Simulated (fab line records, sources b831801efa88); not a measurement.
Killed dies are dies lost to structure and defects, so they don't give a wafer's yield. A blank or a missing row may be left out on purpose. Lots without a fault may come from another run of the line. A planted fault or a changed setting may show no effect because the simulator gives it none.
fab line records | flow sky130
record lots=10 wafers=30 last_day=50
route steps=708 shown METAL1@454 VIA1@459 PAD_OPEN@708
lots that met no fault: from a run of the same line without faults
start_h: hours from the record's first day to the start of the lot's first wafer shown | wait_h: hours since the lot's step before | " the same as in the row above | L1.1+2: a row that stands for several wafers | - no value, or no start given | * or withheld: withheld | < > ~ a bound
route shown NAME@n: a module of which the file shows steps, and the number in the route of the first | usual: mean/standard deviation of fault-free wafers | same: alike in all rows | chamber/n: place in a boat | sites: the reading at each site | _std_site: their standard deviation | _edge_site: outer sites' mean less inner sites' | radius_mm: how far each site lies from the wafer's centre | mask NAME#n: copy n | behind: the tool/chamber that last shaped the wafer | hold: why the lot was held/for how many hours/how that ended | device: the transistor (n, p or np) that didn't switch | end of line: the same wafers' tests at the end of the route | a step without rows: its recipe alone | killed: dies lost to structure and defects at the first sort, not the wafer's yield | map: a wafer's dies, x killed, . not, _ none there
set.NAME: the setting as run; set.NAME@STEP: as run at that earlier step | model.NAME: the simulator's own value behind a step, which no gauge read
steps of the route over a sample of lots; a table a step, a row a wafer
services: from which hour (start_h, from the record's first day; less than 0 if before it) a tool's chamber was out of use, for how many hours, and why
## steps
# step SKY_METAL1_STRIP_20
# recipe chemistry=O2/N2 power_w=1400 pressure_mtorr=1500 platen_temp_c=withheld o2_flow_sccm=3000 n2_flow_sccm=300 overash_fraction=0.5
# usual chamber_pressure_mTorr=1500.1/1.4 drypump_motor_current_A=5.8/0.58 oes_product_au=0.342/0.0045 strip_time_to_endpoint_s=2.69/0.041
# columns lot.wafer tool chamber start_h wait_h chamber_pressure_mTorr drypump_motor_current_A oes_product_au rf_hours_counter_h strip_time_to_endpoint_s
L240.1 plasma_asher-01 1 756.79 0.1 1498.5 6.4 0.347 33 2.79
L240.2 " 0 " " 1501.0 5.6 0.345 33 2.69
L240.5 " 1 " " 1499.2 6.4 0.348 - 2.70
L246.3 plasma_asher-02 0 816.42 0.1 1501.2 5.3 0.342 - 2.74
L246.4 " 1 " " 1499.4 6.6 0.342 - 2.72
L246.6 " 0 " " 1498.8 5.3 0.340 - 2.74
L248.2 plasma_asher-02 1 827.64 0.1 1499.6 6.6 0.340 103 2.74
L248.4 " 0 " " 1501.6 5.3 0.349 - 2.73
L248.6 " 1 " " 1502.4 6.6 0.344 - 2.72
L252.2 plasma_asher-03 0 857.11 0.1 1501.1 5.0 0.337 71 2.64
L252.5 " 1 " " 1498.6 5.9 0.337 - 2.64
L252.6 " 0 " " 1500.3 5.0 0.349 - 2.70
L253.1 plasma_asher-01 1 869.75 0.1 1497.9 6.4 0.342 44 2.69
L253.2 " 0 " " 1501.0 5.6 0.340 44 2.66
L253.4 " 1 " " 1501.2 6.5 0.340 - 2.66
L257.4 plasma_asher-03 1 891.82 0.1 1502.2 6.0 0.334 - 2.64
L257.5 " 1 " " 1502.2 6.0 0.349 - 2.77
L257.6 " 0 " " 1501.6 5.0 0.337 - 2.66
L258.4 plasma_asher-03 1 894.77 0.1 1499.0 6.0 0.348 - 2.71
L258.5 " 1 " " 1500.8 6.0 0.343 - 2.71
L258.6 " 0 " " 1500.1 5.0 0.345 - 2.64
L260.2 plasma_asher-03 1 913.71 0.1 1501.4 6.0 0.344 77 2.68
L260.3 " 1 " " 1499.8 6.0 0.340 - 2.67
L260.4 " 0 " " 1499.5 4.9 0.339 - 2.65
L262.1 plasma_asher-02 1 919.91 0.1 1500.0 6.6 0.344 113 2.70
L262.2 " 0 " " 1500.6 5.3 0.341 113 2.66
L262.4 " 1 " " 1501.3 6.7 0.341 - 2.69
L263.3 plasma_asher-01 0 928.82 0.1 1500.8 5.6 0.337 - 2.64
L263.4 " 1 " " 1501.3 6.4 0.338 - 2.69
L263.5 " 1 " " 1500.8 6.4 0.337 - 2.73
# step SKY_VIA1_THK_MEAS_01
# recipe reads=SiO2_of_VIA1_HDPCVD_00
# usual VIA1_HDPCVD_THK=1031/10
# columns lot.wafer tool chamber start_h wait_h VIA1_HDPCVD_THK[nm]
L240.1 film_metro-04 - 758.00 0.1 1012
L240.2 " - " " 1021
L240.5 " - " " 1028
L246.3 film_metro-01 - 817.15 0.1 1028
L246.4 " - " " 1039
L246.6 " - " " 1035
L248.2 film_metro-01 - 828.36 0.1 1019
L248.4 " - " " 1018
L248.6 " - " " 1021
L252.2 film_metro-04 - 857.82 0.1 1017
L252.5 " - " " 1037
L252.6 " - " " 1018
L253.1 film_metro-04 - 870.46 0.1 1032
L253.2 " - " " 1032
L253.4 " - " " 1018
L257.4 film_metro-01 - 892.95 0.0 1035
L257.5 " - " " 1024
L257.6 " - " " 1020
L258.4 film_metro-01 - 895.90 0.0 1041
L258.5 " - " " 1034
L258.6 " - " " 1033
L260.2 film_metro-02 - 914.45 0.1 1035
L260.3 " - " " 1034
L260.4 " - " " 1034
L262.1 film_metro-04 - 920.67 0.1 1003
L262.2 " - " " 1021
L262.4 " - " " 1021
L263.3 film_metro-01 - 929.51 0.1 1043
L263.4 " - " " 1044
L263.5 " - " " 1042
# step SKY_VIA1_BOW_MEAS_03
# recipe mode=bow
# usual VIA1_BOW=78/6.7
# columns lot.wafer tool chamber start_h wait_h VIA1_BOW[um]
L240.1 film_metro-02 - 758.36 0.2 91
L240.2 " - " " 86
L240.5 " - " " 74
L246.3 film_metro-04 - 817.53 0.1 85
L246.4 " - " " 63
L246.6 " - " " 79
L248.2 film_metro-02 - 828.73 0.2 73
L248.4 " - " " 78
L248.6 " - " " 85
L252.2 film_metro-04 - 858.19 0.3 84
L252.5 " - " " 87
L252.6 " - " " 83
L253.1 film_metro-01 - 870.82 0.2 84
L253.2 " - " " 73
L253.4 " - " " 76
L257.4 film_metro-04 - 893.34 0.2 75
L257.5 " - " " 89
L257.6 " - " " 80
L258.4 film_metro-01 - 896.29 0.2 82
L258.5 " - " " 66
L258.6 " - " " 77
L260.2 film_metro-01 - 914.87 0.2 66
L260.3 " - " " 87
L260.4 " - " " 81
L262.1 film_metro-02 - 921.03 0.2 68
L262.2 " - " " 81
L262.4 " - " " 65
L263.3 film_metro-01 - 929.89 0.1 81
L263.4 " - " " 71
L263.5 " - " " 72
# step SKY_VIA1_ETCH_14
# recipe chemistry=N2/H2 target=BARC ion_energy_ev=200 source_w=500 bias_w=100 pressure_mtorr=30 n2_flow_sccm=100 h2_flow_sccm=200 stop_on=SiO2 time_s=45.9 target_depth_a=600
# usual chamber_pressure_mTorr=29.999/0.025 drypump_motor_current_A=5.5/0.5 oes_product_au=0.854/0.0048 rf_fwd_power_W=494.2/1.9 run_length_s=74.2/0.55 throttle_valve_pct=13.224/0.0088
# columns lot.wafer tool chamber start_h wait_h chamber_pressure_mTorr drypump_motor_current_A oes_product_au rf_fwd_power_W rf_hours_counter_h run_length_s throttle_valve_pct
L240.1 rie_diel-01 3 784.60 0.0 29.948 5.8 0.848 488.8 15 75.4 13.249
L240.2 " 2 " " 30.028 6.1 0.859 494.0 16 74.5 13.229
L240.5 " 1 " " 30.015 5.2 0.852 492.7 - 73.5 13.215
L246.3 rie_diel-01 2 844.27 0.0 30.011 6.1 0.859 494.6 18 74.6 13.225
L246.4 " 0 " " 29.980 6.5 0.853 494.5 - 73.6 13.214
L246.6 " 2 " " 29.970 6.1 0.864 496.6 - 75.1 13.216
L248.2 rie_diel-03 1 854.65 0.0 30.011 5.0 0.850 495.0 22 74.6 13.232
L248.4 " 2 " " 29.984 5.7 0.856 493.4 14 74.6 13.224
L248.6 " 1 " " 30.006 5.0 0.853 495.2 - 75.4 13.239
L252.2 rie_diel-01 0 884.84 0.0 30.008 6.6 0.782 496.6 7 82.4 13.205
L252.5 " 1 " " 30.001 5.2 0.778 492.6 - 82.8 13.205
L252.6 " 0 " " 30.007 6.5 0.780 495.2 - 83.0 13.216
L253.1 rie_diel-01 2 896.30 0.0 30.018 6.1 0.782 493.5 19 83.8 13.209
L253.2 " 1 " " 30.003 5.2 0.781 490.5 9 82.7 13.205
L253.4 " 0 " " 30.000 6.5 0.774 495.7 7 82.5 13.214
L257.4 rie_diel-02 0 917.77 0.0 30.004 5.2 0.861 494.3 - 74.1 13.210
L257.5 " 1 " " 29.949 5.8 0.863 494.4 - 74.1 13.237
L257.6 " 2 " " 30.024 5.2 0.853 495.5 - 74.4 13.224
L258.4 rie_diel-03 2 921.05 0.0 29.970 5.7 0.847 495.3 16 74.2 13.217
L258.5 " 1 " " 30.022 5.0 0.853 491.7 - 75.0 13.226
L258.6 " 2 " " 29.963 5.7 0.860 494.3 - 74.2 13.220
L260.2 rie_diel-02 3 939.50 0.0 30.013 5.1 0.857 498.2 15 74.2 13.219
L260.3 " 1 " " 30.018 5.8 0.852 493.2 7 74.4 13.219
L260.4 " 0 " " 30.007 5.2 0.856 495.7 16 74.2 13.229
L262.1 rie_diel-03 0 945.20 0.0 29.972 5.1 0.857 494.4 14 73.9 13.229
L262.2 " 3 " " 30.027 5.2 0.858 495.2 13 74.4 13.215
L262.4 " 2 " " 30.035 5.8 0.852 496.1 16 74.1 13.241
L263.3 rie_diel-02 3 954.10 0.0 30.030 5.2 0.855 497.7 15 74.1 13.230
L263.4 " 2 " " 30.006 5.2 0.850 498.1 12 74.3 13.218
L263.5 " 1 " " 29.941 5.8 0.847 497.1 - 74.8 13.221
# step SKY_VIA1_STRIP_16
# recipe chemistry=O2/N2 power_w=1400 pressure_mtorr=1500 platen_temp_c=withheld o2_flow_sccm=3000 n2_flow_sccm=300 overash_fraction=0.5
# usual chamber_pressure_mTorr=1499.9/1.4 drypump_motor_current_A=5.8/0.5 oes_product_au=0.414/0.0048 strip_time_to_endpoint_s=4.447/0.024
# columns lot.wafer tool chamber start_h wait_h chamber_pressure_mTorr drypump_motor_current_A oes_product_au rf_hours_counter_h strip_time_to_endpoint_s
L240.1 plasma_asher-04 0 784.69 0.0 1501.9 5.3 0.414 4 4.433
L240.2 " 1 " " 1500.6 6.2 0.408 4 4.449
L240.5 " 1 " " 1500.5 6.3 0.416 - 4.445
L246.3 plasma_asher-01 1 844.39 0.1 1497.1 6.4 0.415 - 4.465
L246.4 " 0 " " 1501.0 5.6 0.421 - 4.464
L246.6 " 0 " " 1499.6 5.6 0.415 - 4.461
L248.2 plasma_asher-03 0 854.74 0.0 1502.6 5.0 0.419 71 4.492
L248.4 " 0 " " 1500.3 5.0 0.424 - 4.486
L248.6 " 0 " " 1499.5 5.0 0.418 - 4.480
L252.2 plasma_asher-03 1 884.93 0.0 1503.1 5.9 0.413 74 4.343
L252.5 " 0 " " 1499.8 5.0 0.406 - 4.308
L252.6 " 1 " " 1500.5 5.9 0.406 - 4.356
L253.1 plasma_asher-03 1 896.39 0.0 1498.3 6.0 0.411 76 4.330
L253.2 " 0 " " 1501.4 5.0 0.414 76 4.312
L253.4 " 1 " " 1501.5 6.0 0.412 - 4.342
L257.4 plasma_asher-03 1 917.87 0.0 1500.3 6.0 0.420 - 4.475
L257.5 " 1 " " 1500.3 6.0 0.410 - 4.452
L257.6 " 0 " " 1500.2 4.9 0.419 - 4.466
L258.4 plasma_asher-04 1 921.17 0.1 1499.0 6.3 0.416 - 4.451
L258.5 " 0 " " 1499.5 5.4 0.414 - 4.490
L258.6 " 1 " " 1502.5 6.3 0.413 - 4.478
L260.2 plasma_asher-01 1 939.59 0.0 1499.6 6.4 0.420 50 4.436
L260.3 " 0 " " 1499.5 5.6 0.418 - 4.448
L260.4 " 1 " " 1499.5 6.4 0.412 - 4.433
L262.1 plasma_asher-04 0 945.29 0.0 1498.1 5.4 0.409 20 4.431
L262.2 " 1 " " 1499.6 6.3 0.396 20 4.476
L262.4 " 0 " " 1497.3 5.3 0.416 - 4.451
L263.3 plasma_asher-01 0 954.22 0.1 1501.1 5.6 0.420 - 4.450
L263.4 " 1 " " 1500.6 6.4 0.418 - 4.433
L263.5 " 0 " " 1499.9 5.6 0.417 - 4.454
# step SKY_PAD_OPEN_PROBE_99
# usual defect_limited_yield=82.7/1.9 killed_at_M0_to_M3=43/6.8 killed_at_M4_up=2.9/1.7 killed_at_contacts=24/5.4 killed_at_front_end=15/4.8 killed_at_other=0.3/0.57 killed_dies=85/9.4 killed_on_rim=16/4 killed_open=47/7.5 killed_short=38/5.7 sort_bin_3_pad_short=0.8/0.37 sort_bin_5_function=10.2/1.5 sort_bin_6_memory=6.2/1.1 sort_n_pass=407/9.4 sort_yield_pct=82.7/1.9
# same gross_dies=492 killed_at_back_side=0 sort_bin_4_leakage[%]=0 sort_bin_8_speed[%]=0
# columns lot.wafer tool chamber start_h wait_h defect_limited_yield[%] killed_at_M0_to_M3 killed_at_M4_up killed_at_contacts killed_at_front_end killed_at_other killed_dies killed_on_rim killed_open killed_short sort_bin_3_pad_short[%] sort_bin_5_function[%] sort_bin_6_memory[%] sort_n_pass sort_yield_pct[%]
L240.1 prober-02 - 1070.34 0.1 80.5 52 0 31 13 0 96 15 49 47 1.6 10.4 7.5 396 80.5
L240.2 prober-02 - 1070.39 0.1 84.1 43 1 21 12 1 78 15 39 39 1.2 9.6 5.1 414 84.1
L240.5 prober-02 - 1070.54 0.2 82.3 45 0 32 10 0 87 15 52 35 0.8 10.0 6.9 405 82.3
L246.3 prober-02 - 1112.00 0.2 81.3 37 2 23 30 0 92 22 52 40 0.2 12.4 6.1 400 81.3
L246.4 prober-02 - 1112.05 0.2 84.8 42 2 22 9 0 75 11 42 33 1.0 7.7 6.5 417 84.8
L246.6 prober-02 - 1112.15 0.2 83.1 53 0 18 12 0 83 8 40 43 0.6 8.5 7.7 409 83.1
L248.2 prober-01 - 1120.72 0.1 81.9 41 0 33 15 0 89 24 53 36 1.0 10.8 6.3 403 81.9
L248.4 prober-01 - 1120.82 0.2 81.9 46 1 30 12 0 89 10 44 45 1.4 9.1 7.5 403 81.9
L248.6 prober-01 - 1120.92 0.2 79.1 54 5 28 16 0 103 20 56 47 0.4 13.4 7.1 389 79.1
L252.2 prober-01 - 1147.90 0.1 83.1 34 4 23 22 0 83 15 47 36 0.6 9.1 7.1 409 83.1
L252.5 prober-01 - 1148.05 0.2 83.3 48 2 21 11 0 82 11 39 43 1.2 10.6 4.9 410 83.3
L252.6 prober-01 - 1148.10 0.2 80.7 50 3 31 11 0 95 24 53 42 1.0 11.8 6.5 397 80.7
L253.1 prober-02 - 1151.99 0.1 83.9 33 4 21 20 1 79 14 41 38 0.8 9.1 6.1 413 83.9
L253.2 prober-02 - 1152.04 0.1 80.7 45 4 28 18 0 95 22 56 39 0.4 10.6 8.3 397 80.7
L253.4 prober-02 - 1152.14 0.2 86.0 30 2 25 11 1 69 16 40 29 0.4 8.1 5.5 423 86.0
L257.4 prober-01 - 1169.33 0.2 84.6 40 0 18 17 1 76 14 43 33 1.0 8.7 5.7 416 84.6
L257.5 prober-01 - 1169.38 0.2 82.5 48 1 22 15 0 86 14 51 35 0.8 12.2 4.5 406 82.5
L257.6 prober-01 - 1169.43 0.2 83.5 43 2 23 12 1 81 14 43 38 0.8 10.0 5.7 411 83.5
L258.4 prober-01 - 1171.51 0.2 82.3 46 2 23 16 0 87 18 46 41 0.4 10.6 6.7 405 82.3
L258.5 prober-01 - 1171.56 0.2 85.4 39 2 16 15 0 72 12 39 33 1.2 9.3 4.1 420 85.4
L258.6 prober-01 - 1171.61 0.2 81.5 39 1 31 20 0 91 17 58 33 0.4 11.6 6.5 401 81.5
L260.2 prober-01 - 1182.12 0.1 80.7 42 1 28 23 1 95 17 53 42 0.8 12.2 6.3 397 80.7
L260.3 prober-01 - 1182.17 0.2 83.5 36 2 24 19 0 81 9 48 33 0.4 11.0 5.1 411 83.5
L260.4 prober-01 - 1182.22 0.2 81.1 50 5 26 11 1 93 19 46 47 0.8 11.4 6.7 399 81.1
L262.1 prober-01 - 1184.58 0.1 82.7 39 2 25 19 0 85 13 45 40 1.2 9.6 6.5 407 82.7
L262.2 prober-01 - 1184.63 0.1 82.7 35 1 22 26 1 85 17 47 38 1.0 9.8 6.5 407 82.7
L262.4 prober-01 - 1184.73 0.2 83.5 42 2 24 13 0 81 20 34 47 1.4 8.5 6.5 411 83.5
L263.3 prober-02 - 1188.38 0.2 83.5 44 5 17 14 1 81 19 34 47 0.6 8.5 7.3 411 83.5
L263.4 prober-02 - 1188.43 0.2 85.2 43 7 15 7 1 73 14 39 34 0.6 8.9 5.3 419 85.2
L263.5 prober-02 - 1188.48 0.2 79.9 56 3 27 13 0 99 19 56 43 1.0 13.2 5.9 393 79.9
# killed by level:class
L240.1 VIA1:geometric_particle:open=15 CONTACT:geometric_particle:open=12 CONTACT:geometric_particle:short=9 METAL3:geometric_particle:short=7 LOCAL_INTERCONNECT:geometric_particle:short=6 VIA1:geometric_particle:short=5 VIA2:geometric_particle:short=5 FIELD_ISO:geometric_particle:open=4
L240.2 CONTACT:geometric_particle:open=7 VIA1:geometric_particle:open=7 VIA3:geometric_particle:open=7 LI_CONTACT:geometric_particle:open=6 VIA1:geometric_particle:short=5 VIA2:geometric_particle:short=5 FIELD_ISO:geometric_particle:short=4 CONTACT:geometric_particle:short=4
L240.5 CONTACT:geometric_particle:open=16 VIA1:geometric_particle:open=12 VIA2:geometric_particle:open=10 METAL2:geometric_particle:short=6 CONTACT:geometric_particle:short=5 POLY_GATE:geometric_particle:short=4 LI_CONTACT:geometric_particle:short=4 VIA3:geometric_particle:open=4
L246.3 CONTACT:geometric_particle:open=13 VIA1:geometric_particle:open=10 FIELD_ISO:geometric_particle:open=7 POLY_GATE:geometric_particle:open=7 FIELD_ISO:geometric_particle:short=6 POLY_GATE:geometric_particle:short=6 METAL1:geometric_particle:short=5 CONTACT:geometric_particle:short=4
L246.4 VIA1:geometric_particle:open=11 LI_CONTACT:geometric_particle:open=8 CONTACT:geometric_particle:open=7 VIA3:geometric_particle:open=7 POLY_GATE:geometric_particle:short=4 VIA3:geometric_particle:short=4 LOCAL_INTERCONNECT:geometric_particle:short=4 VIA2:geometric_particle:open=4
L246.6 VIA1:geometric_particle:open=13 VIA1:geometric_particle:short=10 VIA3:geometric_particle:open=6 METAL1:geometric_particle:short=6 LOCAL_INTERCONNECT:geometric_particle:short=6 LI_CONTACT:geometric_particle:open=5 VIA2:geometric_particle:open=5 FIELD_ISO:geometric_particle:open=4
L248.2 CONTACT:geometric_particle:open=12 VIA1:geometric_particle:open=9 LI_CONTACT:geometric_particle:open=8 VIA3:geometric_particle:open=8 CONTACT:geometric_particle:short=7 POLY_GATE:geometric_particle:open=6 LI_CONTACT:geometric_particle:short=5 VIA1:geometric_particle:short=5
L248.4 LOCAL_INTERCONNECT:geometric_particle:short=9 CONTACT:geometric_particle:open=8 VIA1:geometric_particle:open=8 VIA3:geometric_particle:open=8 LI_CONTACT:geometric_particle:open=6 METAL2:geometric_particle:short=6 VIA2:geometric_particle:open=6 CONTACT:geometric_particle:short=5
L248.6 CONTACT:geometric_particle:open=13 VIA3:geometric_particle:open=12 METAL2:geometric_particle:short=9 VIA1:geometric_particle:open=8 FIELD_ISO:geometric_particle:open=6 LI_CONTACT:geometric_particle:open=6 METAL3:geometric_particle:short=6 METAL1:geometric_particle:short=5
L252.2 VIA1:geometric_particle:open=8 LI_CONTACT:geometric_particle:open=7 CONTACT:geometric_particle:open=7 FIELD_ISO:geometric_particle:open=6 POLY_GATE:geometric_particle:open=6 METAL2:geometric_particle:short=6 VIA3:geometric_particle:open=6 FIELD_ISO:geometric_particle:short=5
L252.5 METAL2:geometric_particle:short=10 CONTACT:geometric_particle:open=8 VIA2:geometric_particle:open=8 VIA1:geometric_particle:open=7 VIA3:geometric_particle:open=6 CONTACT:geometric_particle:short=6 VIA3:geometric_particle:short=5 POLY_GATE:geometric_particle:short=4
L252.6 CONTACT:geometric_particle:open=10 LI_CONTACT:geometric_particle:open=9 VIA1:geometric_particle:open=8 VIA2:geometric_particle:open=7 VIA3:geometric_particle:open=7 LOCAL_INTERCONNECT:geometric_particle:short=6 FIELD_ISO:geometric_particle:open=4 METAL3:geometric_particle:short=4
L253.1 LI_CONTACT:geometric_particle:open=8 VIA1:geometric_particle:open=7 VIA2:geometric_particle:open=7 CONTACT:geometric_particle:open=6 POLY_GATE:geometric_particle:short=5 LOCAL_INTERCONNECT:geometric_particle:short=4 VIA1:geometric_particle:short=4 METAL1:geometric_particle:short=4
L253.2 VIA1:geometric_particle:open=12 CONTACT:geometric_particle:open=9 VIA2:geometric_particle:open=9 LI_CONTACT:geometric_particle:open=8 VIA1:geometric_particle:short=6 VIA3:geometric_particle:open=5 LI_CONTACT:geometric_particle:short=5 SPACER:geometric_particle:open=5
L253.4 LI_CONTACT:geometric_particle:open=9 CONTACT:geometric_particle:open=7 VIA1:geometric_particle:open=7 CONTACT:geometric_particle:short=5 VIA2:geometric_particle:open=5 LOCAL_INTERCONNECT:geometric_particle:short=4 METAL1:geometric_particle:short=3 METAL2:geometric_particle:short=3
L257.4 VIA1:geometric_particle:open=11 CONTACT:geometric_particle:open=9 VIA2:geometric_particle:open=7 METAL2:geometric_particle:short=5 FIELD_ISO:geometric_particle:open=4 FIELD_ISO:geometric_particle:short=4 VIA1:geometric_particle:short=4 POLY_GATE:geometric_particle:open=3
L257.5 CONTACT:geometric_particle:open=10 VIA3:geometric_particle:open=10 VIA1:geometric_particle:open=8 VIA2:geometric_particle:open=8 LI_CONTACT:geometric_particle:open=6 FIELD_ISO:geometric_particle:short=5 METAL1:geometric_particle:short=5 VIA1:geometric_particle:short=4
L257.6 VIA1:geometric_particle:open=12 CONTACT:geometric_particle:open=10 VIA1:geometric_particle:short=7 LI_CONTACT:geometric_particle:open=6 VIA2:geometric_particle:open=6 METAL2:geometric_particle:short=4 METAL3:geometric_particle:short=4 POLY_GATE:geometric_particle:short=3
L258.4 CONTACT:geometric_particle:open=13 VIA1:geometric_particle:open=10 VIA1:geometric_particle:short=9 VIA3:geometric_particle:open=6 VIA2:geometric_particle:open=4 VIA2:geometric_particle:short=4 METAL2:geometric_particle:short=4 FIELD_ISO:geometric_particle:short=3
L258.5 VIA3:geometric_particle:open=9 FIELD_ISO:geometric_particle:short=6 LI_CONTACT:geometric_particle:open=6 VIA2:geometric_particle:open=6 VIA1:geometric_particle:short=5 METAL2:geometric_particle:open=5 LOCAL_INTERCONNECT:geometric_particle:short=4 CONTACT:geometric_particle:open=4
L258.6 CONTACT:geometric_particle:open=13 LI_CONTACT:geometric_particle:open=12 FIELD_ISO:geometric_particle:open=9 VIA1:geometric_particle:open=7 VIA3:geometric_particle:open=6 POLY_GATE:geometric_particle:open=5 METAL1:geometric_particle:short=5 VIA3:geometric_particle:short=5
L260.2 CONTACT:geometric_particle:open=10 VIA1:geometric_particle:open=9 POLY_GATE:geometric_particle:short=8 VIA3:geometric_particle:open=8 LI_CONTACT:geometric_particle:open=7 VIA2:geometric_particle:open=7 FIELD_ISO:geometric_particle:open=6 FIELD_ISO:geometric_particle:short=6
L260.3 VIA1:geometric_particle:open=10 CONTACT:geometric_particle:open=9 LI_CONTACT:geometric_particle:open=8 FIELD_ISO:geometric_particle:short=7 POLY_GATE:geometric_particle:open=4 VIA3:geometric_particle:short=4 POLY_GATE:geometric_particle:short=3 METAL2:geometric_particle:short=3
L260.4 VIA1:geometric_particle:open=12 METAL1:geometric_particle:short=8 VIA2:geometric_particle:open=8 CONTACT:geometric_particle:open=7 FIELD_ISO:geometric_particle:short=5 LI_CONTACT:geometric_particle:open=5 CONTACT:geometric_particle:short=4 METAL2:geometric_particle:short=4
L262.1 VIA1:geometric_particle:open=9 CONTACT:geometric_particle:open=8 LOCAL_INTERCONNECT:geometric_particle:short=7 FIELD_ISO:geometric_particle:open=5 POLY_GATE:geometric_particle:open=5 CONTACT:geometric_particle:short=5 METAL1:geometric_particle:short=5 VIA2:geometric_particle:open=5
L262.2 FIELD_ISO:geometric_particle:short=10 LI_CONTACT:geometric_particle:open=9 VIA1:geometric_particle:open=9 FIELD_ISO:geometric_particle:open=7 CONTACT:geometric_particle:open=7 VIA3:geometric_particle:open=7 CONTACT:geometric_particle:short=4 METAL1:geometric_particle:short=4
L262.4 LI_CONTACT:geometric_particle:open=9 METAL2:geometric_particle:short=6 METAL3:geometric_particle:short=5 VIA2:geometric_particle:open=5 VIA2:geometric_particle:short=5 METAL1:geometric_particle:short=4 LI_CONTACT:geometric_particle:short=4 CONTACT:geometric_particle:short=4
L263.3 METAL1:geometric_particle:short=9 VIA2:geometric_particle:open=8 VIA1:geometric_particle:open=8 CONTACT:geometric_particle:short=6 LOCAL_INTERCONNECT:geometric_particle:short=6 METAL2:geometric_particle:short=5 VIA3:geometric_particle:open=5 VIA2:geometric_particle:short=4
L263.4 VIA1:geometric_particle:open=12 LI_CONTACT:geometric_particle:open=6 METAL2:geometric_particle:short=6 METAL1:geometric_particle:short=6 CONTACT:geometric_particle:open=5 METAL3:geometric_particle:short=4 METAL4:geometric_particle:open=3 VIA2:geometric_particle:open=3
L263.5 VIA1:geometric_particle:open=12 CONTACT:geometric_particle:open=11 METAL1:geometric_particle:short=10 LI_CONTACT:geometric_particle:short=6 LI_CONTACT:geometric_particle:open=6 METAL2:geometric_particle:short=5 METAL2:geometric_particle:open=5 VIA2:geometric_particle:short=5
## services
# columns tool chamber start_h hours kind
plasma_asher-04 - 733.75 9.0 pm
rie_diel-01 - 753.00 2.8 pm
plasma_asher-04 - 758.09 2.7 repair
rie_diel-01 2 766.79 5.1 repair
rie_diel-01 3 792.22 2.7 repair
rie_diel-02 1 795.12 15.3 repair
rie_diel-02 0 799.21 5.2 repair
plasma_asher-03 - 824.46 3.4 repair
rie_diel-01 3 843.52 3.4 repair
plasma_asher-03 - 846.38 1.5 repair
rie_diel-01 2 848.91 13.4 repair
rie_diel-01 3 862.35 1.3 repair
plasma_asher-01 - 868.07 1.5 repair
rie_diel-01 - 869.02 0.5 repair
plasma_asher-01 - 885.54 10.4 repair
plasma_asher-01 - 909.22 1.1 repair
rie_diel-01 0 911.22 1.8 repair
rie_diel-01 2 912.79 14.4 repair
plasma_asher-04 - 916.56 0.7 repair
rie_diel-02 3 916.88 13.5 repair
plasma_asher-03 - 922.27 4.3 repair
rie_diel-01 2 928.11 13.7 repair
rie_diel-01 3 929.83 2.7 repair
plasma_asher-04 - 936.03 3.9 repair
## key
first_sign step=SKY_VIA1_ETCH_14 reading=oes_product_au direction=down sigmas=16 usual=0.854 struck=0.780
effect step=SKY_VIA1_ETCH_14 reading=run_length_s direction=up sigmas=16 usual=* struck=*
effect step=SKY_VIA1_STRIP_16 reading=strip_time_to_endpoint_s direction=down sigmas=4.7 usual=* struck=*
met_at SKY_VIA1_ETCH_14
struck_lots L252,L253
not_acting_at SKY_METAL1_STRIP_20,SKY_VIA1_THK_MEAS_01,SKY_VIA1_BOW_MEAS_03
onset_between 844.27 884.84
fault kind=process_parameter_drift tool=rie_diel-01 chamber=- onset_h=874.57 steps=SKY_VIA1_ETCH_14 channel=time_s offset=* shape=step end_h=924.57 acts_in=* stated=*
